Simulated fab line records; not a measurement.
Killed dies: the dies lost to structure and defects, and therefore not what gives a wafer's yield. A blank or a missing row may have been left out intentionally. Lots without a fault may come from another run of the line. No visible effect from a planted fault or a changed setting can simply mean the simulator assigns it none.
fab line records ; flow sky130
record lots=6; wafers=18; last-day=49
route steps=708 shown VT_ADJUST_LVTN@107 VT_ADJUST_NCORE@119 PAD_OPEN@708
lots that met no fault: from a run of the same line without faults
start-h: start of the lot's first displayed wafer, in hours after the record's first day ; wait-h: how many hours have passed since the lot's step before this one ; " identical to the entry in the row above ; L1.1+2: one row covering several wafers at once ; - no value, or no start was given ; * or withheld: withheld ; < > ~ a bound
route shown NAME@n: NAME is a module with steps in the file, n the number in the route of the first one ; usual: mean/standard deviation of fault-free wafers ; same: alike in all rows ; chamber/n: place in a boat ; sites: each site's reading ; _std_site: standard deviation of those values ; _edge_site: inner sites' mean taken away from outer sites' mean ; radius-mm: for every site, how far away it sits from the centre of the wafer ; mask NAME#n: copy n ; behind: the last tool/chamber to shape the wafer ; hold: reason for holding the lot/hours on hold/outcome of the hold ; device: names the non-switching transistor (n, p or np) ; end of line: tests run on the same wafers once the route is complete ; a step given without rows: its recipe and nothing more ; killed: count of dies lost to structure and defects at first sort (not the wafer's yield) ; map: a wafer's dies, marking killed ones x, the rest . and places with no die _
set.NAME: setting as actually run; set.NAME@STEP: the setting as run at that earlier step ; model.NAME: the simulator's own value behind a step, which no gauge read
lots at selected steps of the route; one table per step, one row per wafer
services: when a tool's chamber went out of use (start-h, in hours from the record's first day, below 0 if earlier), for how many hours, and the reason
## steps
# step SKY_VT_ADJUST_LVTN_TW_MEAS_10
# usual VT_ADJUST_LVTN_TW=242.0/2
lot.wafer;tool;chamber;start-h;wait-h;VT_ADJUST_LVTN_TW
L689.3;film-metro-03;-;151.52;0.1;246.2
L689.5;film-metro-03;-;151.52;0.1;245.9
L689.6;film-metro-03;-;151.52;0.1;246.0
L690.1;film-metro-03;-;156.00;0.1;243.1
L690.5;film-metro-03;-;156.00;0.1;243.2
L690.6;film-metro-03;-;156.00;0.1;244.1
L698.1;film-metro-01;-;204.87;0.1;241.2
L698.3;film-metro-01;-;204.87;0.1;242.2
L698.5;film-metro-01;-;204.87;0.1;241.6
L699.1;film-metro-02;-;214.90;0.1;241.8
L699.3;film-metro-02;-;214.90;0.1;240.3
L699.4;film-metro-02;-;214.90;0.1;240.8
L706.2;film-metro-03;-;254.18;0.1;244.5
L706.5;film-metro-03;-;254.18;0.1;244.8
L706.6;film-metro-03;-;254.18;0.1;244.8
L708.2;film-metro-03;-;266.71;0.1;244.4
L708.3;film-metro-03;-;266.71;0.1;244.1
L708.5;film-metro-03;-;266.71;0.1;245.3
# step SKY_VT_ADJUST_LVTN_DEHYDRATE_11
# recipe temp-c=200; time-s=60
# step SKY_VT_ADJUST_LVTN_HMDS_12
# recipe prime-time-s=60; prime-temp-c=120
# step SKY_VT_ADJUST_LVTN_COAT_13
# recipe resist=NOVOLAK; spin-rpm=3000; resist-thk-nm=1140
# step SKY_VT_ADJUST_LVTN_SOFTBAKE_14
# recipe temp-c=90; time-s=60; resist=NOVOLAK
# step SKY_VT_ADJUST_LVTN_EXPOSE_15
# recipe mask-id=HVN_STD_DERIVED; na=0.6; source-shape=conventional; sigma-outer=0.6; polarization=unpolarized; target-cd-nm=600; dose-mj=163
# step SKY_VT_ADJUST_LVTN_PEB_16
# recipe temp-c=withheld; time-s=*; resist=NOVOLAK
# step SKY_VT_ADJUST_LVTN_DEVELOP_17
# recipe resist=NOVOLAK; developer=TMAH; develop-time-s=60; dev-temp-c=23
# step SKY_VT_ADJUST_LVTN_OVL_MEAS_18
# usual VT_ADJUST_LVTN_01_OVL=0.4/1.6
lot.wafer;tool;chamber;start-h;wait-h;VT_ADJUST_LVTN_01_OVL[nm]
L689.3;overlay-01;-;171.47;0.1;0.5
L689.5;overlay-01;-;171.47;0.1;-2.0
L689.6;overlay-01;-;171.47;0.1;-0.2
L690.1;overlay-02;-;175.83;0.1;1.2
L690.5;overlay-02;-;175.83;0.1;-0.3
L690.6;overlay-02;-;175.83;0.1;0.7
L698.1;overlay-01;-;226.96;0.1;-1.3
L698.3;overlay-01;-;226.96;0.1;-3.2
L698.5;overlay-01;-;226.96;0.1;-2.0
L699.1;overlay-01;-;236.88;0.1;0.8
L699.3;overlay-01;-;236.88;0.1;3.4
L699.4;overlay-01;-;236.88;0.1;2.0
L706.2;overlay-02;-;276.52;0.1;-0.3
L706.5;overlay-02;-;276.52;0.1;-2.1
L706.6;overlay-02;-;276.52;0.1;0.6
L708.2;overlay-02;-;291.99;0.1;2.5
L708.3;overlay-02;-;291.99;0.1;3.4
L708.5;overlay-02;-;291.99;0.1;1.9
# step SKY_VT_ADJUST_LVTN_IMPLANT_19
# recipe species=B; energy-kev=30; dose-cm2=6.5e+11; tilt-deg=withheld
# step SKY_VT_ADJUST_LVTN_STRIP_20
# recipe chemistry=O2/N2; power-w=1400; pressure-mtorr=1500; platen-temp-c=withheld; o2-flow-sccm=3000; n2-flow-sccm=300; overash-fraction=0.5
# usual drypump-motor-current-A=5.8/0.39; oes-product-au=0.715/0.0045; strip-time-to-endpoint-s=14.18/0.042
lot.wafer;tool;chamber;start-h;wait-h;drypump-motor-current-A;oes-product-au;rf-hours-counter-h;strip-time-to-endpoint-s
L689.3;plasma-asher-03;0;171.68;0.1;5.2;0.720;-;14.13
L689.5;plasma-asher-03;1;171.68;0.1;6.3;0.714;-;14.18
L689.6;plasma-asher-03;0;171.68;0.1;5.2;0.716;-;14.17
L690.1;plasma-asher-04;0;176.02;0.1;5.9;0.724;50;14.23
L690.5;plasma-asher-04;1;176.02;0.1;5.7;0.712;-;14.19
L690.6;plasma-asher-04;0;176.02;0.1;5.9;0.718;-;14.20
L698.1;plasma-asher-03;1;227.15;0.1;6.3;0.713;11;14.20
L698.3;plasma-asher-03;1;227.15;0.1;6.3;0.720;-;14.20
L698.5;plasma-asher-03;1;227.15;0.1;6.3;0.710;-;14.21
L699.1;plasma-asher-01;0;237.07;0.1;6.1;0.718;42;14.15
L699.3;plasma-asher-01;0;237.07;0.1;6.1;0.717;-;14.12
L699.4;plasma-asher-01;1;237.07;0.1;5.2;0.711;-;14.13
L706.2;plasma-asher-04;1;276.70;0.1;5.7;0.719;59;14.15
L706.5;plasma-asher-04;0;276.70;0.1;5.9;0.718;-;14.19
L706.6;plasma-asher-04;1;276.70;0.1;5.7;0.714;-;14.18
L708.2;plasma-asher-03;1;292.17;0.1;6.3;0.713;18;14.19
L708.3;plasma-asher-03;1;292.17;0.1;6.3;0.713;-;14.23
L708.5;plasma-asher-03;0;292.17;0.1;5.2;0.711;-;14.23
# step SKY_VT_ADJUST_LVTN_TW_MEAS_21
# usual VT_ADJUST_LVTN_2_TW=189.1/1.4
lot.wafer;tool;chamber;start-h;wait-h;VT_ADJUST_LVTN_2_TW
L689.3;film-metro-03;-;171.77;0.1;190.9
L689.5;film-metro-03;-;171.77;0.1;190.8
L689.6;film-metro-03;-;171.77;0.1;191.0
L690.1;film-metro-01;-;176.12;0.1;189.6
L690.5;film-metro-01;-;176.12;0.1;189.1
L690.6;film-metro-01;-;176.12;0.1;188.9
L698.1;film-metro-03;-;227.25;0.1;189.0
L698.3;film-metro-03;-;227.25;0.1;188.3
L698.5;film-metro-03;-;227.25;0.1;188.7
L699.1;film-metro-01;-;237.17;0.1;188.4
L699.3;film-metro-01;-;237.17;0.1;186.3
L699.4;film-metro-01;-;237.17;0.1;188.6
L706.2;film-metro-02;-;276.81;0.1;189.1
L706.5;film-metro-02;-;276.81;0.1;188.9
L706.6;film-metro-02;-;276.81;0.1;188.2
L708.2;film-metro-01;-;292.28;0.1;186.8
L708.3;film-metro-01;-;292.28;0.1;187.5
L708.5;film-metro-01;-;292.28;0.1;188.6
# step SKY_VT_ADJUST_NCORE_DEHYDRATE_00
# recipe temp-c=200; time-s=60
# usual heater-power-total-W=160.37/0.12; run-length-s=89.13/0.18
lot.wafer;tool;chamber;start-h;wait-h;heater-power-total-W;run-length-s
L689.3;litho-track-03;0;181.41;9.6;160.33;88.87
L689.5;litho-track-03;0;181.41;9.6;160.49;88.85
L689.6;litho-track-03;0;181.41;9.6;160.41;89.26
L690.1;litho-track-01;0;185.61;9.5;160.39;89.37
L690.5;litho-track-01;0;185.61;9.5;160.43;89.12
L690.6;litho-track-01;0;185.61;9.5;160.17;89.21
L698.1;litho-track-01;0;238.91;11.7;164.48;84.80
L698.3;litho-track-01;0;238.91;11.7;164.54;84.78
L698.5;litho-track-01;0;238.91;11.7;164.38;84.80
L699.1;litho-track-01;0;248.16;11.0;164.59;85.08
L699.3;litho-track-01;0;248.16;11.0;164.25;84.81
L699.4;litho-track-01;0;248.16;11.0;164.59;84.86
L706.2;litho-track-04;0;289.49;12.7;160.48;89.01
L706.5;litho-track-04;0;289.49;12.7;160.34;89.03
L706.6;litho-track-04;0;289.49;12.7;160.36;89.12
L708.2;litho-track-04;0;304.24;12.0;160.41;89.03
L708.3;litho-track-04;0;304.24;12.0;160.30;89.00
L708.5;litho-track-04;0;304.24;12.0;160.28;88.92
# step SKY_VT_ADJUST_NCORE_HMDS_01
# recipe prime-time-s=60; prime-temp-c=120
# step SKY_PAD_OPEN_PROBE_99
# usual killed_at_M0_to_M3=42/6.8; killed_at_M4_up=3.2/1.8; killed-at-contacts=25/5.4; killed-at-front-end=15/4.5; killed-at-other=0.3/0.56; killed-dies=85/9.7; killed-open=46/7.1; killed-short=39/6.5
# same gross-dies=492; killed-at-back-side=0
lot.wafer;tool;chamber;start-h;wait-h;killed_at_M0_to_M3;killed_at_M4_up;killed-at-contacts;killed-at-front-end;killed-at-other;killed-dies;killed-open;killed-short
L690.1;prober-01;-;1086.48;0.1;49;4;27;22;0;102;52;50
L690.5;prober-01;-;1086.68;0.2;33;4;22;16;0;75;44;31
L690.6;prober-01;-;1086.73;0.2;41;4;29;13;0;87;39;48
L698.1;prober-01;-;1135.53;0.1;44;5;20;8;0;77;48;29
L698.3;prober-01;-;1135.63;0.2;34;5;17;12;0;68;39;29
L698.5;prober-01;-;1135.73;0.2;40;0;33;12;0;85;49;36
L699.1;prober-02;-;1141.89;0.1;51;4;14;19;0;88;52;36
L699.3;prober-02;-;1141.99;0.2;51;2;27;15;1;96;61;34
L699.4;prober-02;-;1142.04;0.2;38;6;30;12;0;86;49;37
L706.2;prober-01;-;1174.33;0.1;42;3;28;19;1;93;58;35
L706.5;prober-01;-;1174.48;0.2;41;2;20;22;0;85;50;35
L706.6;prober-01;-;1174.53;0.2;47;2;27;14;1;91;56;35
L708.2;prober-01;-;1181.47;0.1;39;1;22;12;0;74;43;31
L708.3;prober-01;-;1181.52;0.2;43;3;27;15;0;88;47;41
L708.5;prober-01;-;1181.62;0.2;37;3;20;21;1;82;49;33
# killed by level:class
L690.1 VIA1:geometric-particle:open=11 CONTACT:geometric-particle:open=9 METAL2:geometric-particle:short=7 CONTACT:geometric-particle:short=7 POLY_GATE:geometric-particle:open=6 VIA2:geometric-particle:short=6 LI_CONTACT:geometric-particle:open=6 METAL1:geometric-particle:short=6
L690.5 VIA1:geometric-particle:open=8 FIELD_ISO:geometric-particle:short=7 LI_CONTACT:geometric-particle:open=7 VIA2:geometric-particle:open=7 CONTACT:geometric-particle:open=6 CONTACT:geometric-particle:short=4 POLY_GATE:geometric-particle:open=4 METAL4:geometric-particle:short=4
L690.6 VIA1:geometric-particle:short=11 LI_CONTACT:geometric-particle:open=8 CONTACT:geometric-particle:open=8 CONTACT:geometric-particle:short=7 VIA2:geometric-particle:open=7 FIELD_ISO:geometric-particle:short=5 METAL2:geometric-particle:short=5 FIELD_ISO:geometric-particle:open=4
L698.1 VIA1:geometric-particle:open=13 VIA2:geometric-particle:open=7 LI_CONTACT:geometric-particle:open=6 VIA3:geometric-particle:open=6 FIELD_ISO:geometric-particle:open=5 LOCAL_INTERCONNECT:geometric-particle:short=5 CONTACT:geometric-particle:open=5 VIA1:geometric-particle:short=5
L698.3 VIA1:geometric-particle:open=10 LI_CONTACT:geometric-particle:open=7 CONTACT:geometric-particle:open=6 FIELD_ISO:geometric-particle:short=5 VIA2:geometric-particle:open=5 FIELD_ISO:geometric-particle:open=4 VIA1:geometric-particle:short=4 VIA3:geometric-particle:open=4
L698.5 LI_CONTACT:geometric-particle:open=12 VIA1:geometric-particle:open=12 CONTACT:geometric-particle:open=8 CONTACT:geometric-particle:short=7 VIA2:geometric-particle:open=6 LOCAL_INTERCONNECT:geometric-particle:short=5 VIA1:geometric-particle:short=5 FIELD_ISO:geometric-particle:open=4
L699.1 VIA3:geometric-particle:open=12 VIA1:geometric-particle:open=9 CONTACT:geometric-particle:open=8 VIA1:geometric-particle:short=7 VIA2:geometric-particle:open=7 FIELD_ISO:geometric-particle:open=5 POLY_GATE:geometric-particle:short=5 METAL3:geometric-particle:short=4
L699.3 VIA1:geometric-particle:open=14 CONTACT:geometric-particle:open=12 LI_CONTACT:geometric-particle:open=9 VIA2:geometric-particle:open=9 VIA1:geometric-particle:short=6 VIA3:geometric-particle:short=6 POLY_GATE:geometric-particle:open=5 POLY_GATE:geometric-particle:short=5
L699.4 CONTACT:geometric-particle:open=11 VIA2:geometric-particle:open=7 VIA1:geometric-particle:open=7 LI_CONTACT:geometric-particle:open=6 VIA1:geometric-particle:short=6 CONTACT:geometric-particle:short=5 VIA3:geometric-particle:open=5 LI_CONTACT:geometric-particle:short=4
L706.2 FIELD_ISO:geometric-particle:open=14 LI_CONTACT:geometric-particle:open=12 VIA1:geometric-particle:open=10 METAL2:geometric-particle:short=8 CONTACT:geometric-particle:open=8 VIA3:geometric-particle:open=4 CONTACT:geometric-particle:short=4 METAL1:geometric-particle:short=4
L706.5 VIA1:geometric-particle:open=9 CONTACT:geometric-particle:open=8 VIA2:geometric-particle:open=8 METAL1:geometric-particle:short=7 LI_CONTACT:geometric-particle:open=6 FIELD_ISO:geometric-particle:open=5 METAL2:geometric-particle:short=5 POLY_GATE:geometric-particle:open=4
L706.6 CONTACT:geometric-particle:open=11 LI_CONTACT:geometric-particle:open=10 VIA2:geometric-particle:open=8 METAL1:geometric-particle:short=8 VIA1:geometric-particle:open=7 FIELD_ISO:geometric-particle:open=6 METAL2:geometric-particle:short=4 VIA2:geometric-particle:short=4
L708.2 CONTACT:geometric-particle:open=8 METAL1:geometric-particle:short=8 VIA1:geometric-particle:open=8 VIA2:geometric-particle:open=6 FIELD_ISO:geometric-particle:open=5 VIA3:geometric-particle:open=5 LI_CONTACT:geometric-particle:open=4 LOCAL_INTERCONNECT:geometric-particle:short=4
L708.3 CONTACT:geometric-particle:open=11 VIA1:geometric-particle:open=10 LI_CONTACT:geometric-particle:open=7 VIA1:geometric-particle:short=6 VIA2:geometric-particle:open=6 LOCAL_INTERCONNECT:geometric-particle:short=5 VIA3:geometric-particle:open=5 POLY_GATE:geometric-particle:short=4
L708.5 FIELD_ISO:geometric-particle:open=8 LI_CONTACT:geometric-particle:open=7 VIA1:geometric-particle:open=7 VIA3:geometric-particle:open=7 METAL1:geometric-particle:short=6 CONTACT:geometric-particle:open=6 VIA2:geometric-particle:open=6 POLY_GATE:geometric-particle:short=5
## services
tool;chamber;start-h;hours;kind
plasma-asher-01;-;188.62;6.2;repair
plasma-asher-01;-;226.73;4.3;pm
plasma-asher-04;-;241.92;9.0;repair
litho-track-03;-;255.81;-;consumable-replace:filter
plasma-asher-01;-;274.47;4.6;repair
plasma-asher-01;-;291.46;4.9;repair
## key
first-sign step=SKY_VT_ADJUST_NCORE_DEHYDRATE_00; reading=heater-power-total-W; direction=up; sigmas=34; usual=*; struck=*
effect step=SKY_VT_ADJUST_NCORE_DEHYDRATE_00; reading=run-length-s; direction=down; sigmas=24; usual=*; struck=*
met-at SKY_VT_ADJUST_NCORE_DEHYDRATE_00
struck-wafers L698.1,L698.3,L698.5,L699.1,L699.3,L699.4
tester-left-out L698,L699
onset-between 185.61 238.91
fault kind=process-parameter-drift; tool=litho-track-01; chamber=-; onset-h=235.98; steps=SKY_VT_ADJUST_NCORE_DEHYDRATE_00; channel=time-s; offset=*; shape=step; end-h=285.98; acts-in=*; stated=*
# tester-left-out: of these lots the tester's yield and bins aren't shown, on N5 and GAA mostly nor the transistor test; their killed dies are dies lost to structure and defects alone, not to doping, threshold or leakage, so they don't give the yield
